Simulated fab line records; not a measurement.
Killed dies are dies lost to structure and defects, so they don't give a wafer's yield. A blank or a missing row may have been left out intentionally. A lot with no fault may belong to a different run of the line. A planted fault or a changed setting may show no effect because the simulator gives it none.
A single fault, viewed from 2 desks | flow sky130 | only its own numbers are on each desk; what lay behind them is given at the end

== AT THE METROLOGY DESK ==
Means of the sampled wafers that have a number, per lot and without regard to the tool the lot ran on: this is what the gauges read. The brackets show how far a lot's mean lies from the usual mean; more than 4 standard deviations puts the lot out of limits, marked OUT.
Columns: A = cd_nm at SKY_POLY_CUT_CD_MEAS_08, usual 269.9 nm; B = RES_XHIGH_TW at SKY_RES_XHIGH_TW_MEAS_09, usual 1639; C = cd_nm at SKY_SD_N_CD_MEAS_07, usual 380.6 nm
lot  | first seen here | A     | B    | C
L366 | day 23 11:52    | 270.0 | 1642 | 381.0
L367 | day 24 03:58    | 271.7 | 1645 | 378.1
L371 | day 26 07:37    | 270.1 | 1621 | 381.5
L375 | day 27 20:40    | 267.1 | 1651 | 379.6
L377 | day 27 22:00    | 270.2 | 1644 | 379.4
L378 | day 28 09:07    | 269.5 | 1612 | 378.8
L379 | day 28 17:25    | 269.5 | 1655 | 380.0
L382 | day 30 07:57    | 270.0 | 1665 | 380.3
L383 | day 30 08:17    | 269.2 | 1618 | 364.1 (-6.9) OUT
L381 | day 30 08:20    | 272.0 | 1650 | 368.0 (-5.3) OUT
L384 | day 30 12:55    | 270.1 | 1618 | 369.3 (-4.7) OUT
L385 | day 30 19:10    | 270.9 | 1617 | 368.2 (-5.2) OUT
This desk's verdict: out of limits on L381, L383, L384, L385, starting with L383 at day 33 16:56 (cd_nm at SKY_SD_N_CD_MEAS_07). In limits: L366, L367, L371, L375, L377, L378, L379, L382.

== THE TOOL OWNER'S DESK: iline_stepper-01 ==
The tool's own readings at SKY_SD_N_EXPOSE_04 (exposes mask NSDM, target cd 380 nm): means of the sampled wafers that have a number, for each lot that ran on this tool. The brackets show how far a lot's mean lies from the usual mean; more than 4 standard deviations puts the lot out of limits, marked OUT.
Columns: A = exposure_dose_mJ_cm2 at SKY_SD_N_EXPOSE_04, usual 141.01
lot  | first seen here | A
L366 | day 26 14:23    | 141.01
L371 | day 29 06:03    | 141.01
L375 | day 30 16:22    | 141.03
L377 | day 30 17:49    | 141.08
L379 | day 31 13:59    | 140.96
L383 | day 33 04:22    | 134.53 (-50) OUT
L381 | day 33 04:50    | 134.39 (-51) OUT
L384 | day 33 07:11    | 134.45 (-50) OUT
L385 | day 33 15:02    | 134.50 (-50) OUT
This desk's verdict: out of limits on L381, L383, L384, L385, starting with L383 at day 33 04:22 (exposure_dose_mJ_cm2 at SKY_SD_N_EXPOSE_04). In limits: L366, L371, L375, L377, L379.

== ALL TOGETHER ==
The tool owner's desk had the chance to raise an alarm at day 33 04:22 on L381, L383, L384, L385.
An alarm was possible from the metrology desk at day 33 16:56, on L381, L383, L384, L385.
Of the lots named, all ran SKY_SD_N_EXPOSE_04 on iline_stepper-01.

== WHAT THE SIMULATOR HAD INSERTED ==
Drift in process parameters on iline_stepper-01 at SKY_SD_N_EXPOSE_04, starting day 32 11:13. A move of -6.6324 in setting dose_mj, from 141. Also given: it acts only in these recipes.
Lots struck among those shown: L381, L383, L384, L385.
Counting hours from when the fault started, the first reading out of limits came at 17 for the tool owner's desk and at 30 for the metrology desk.
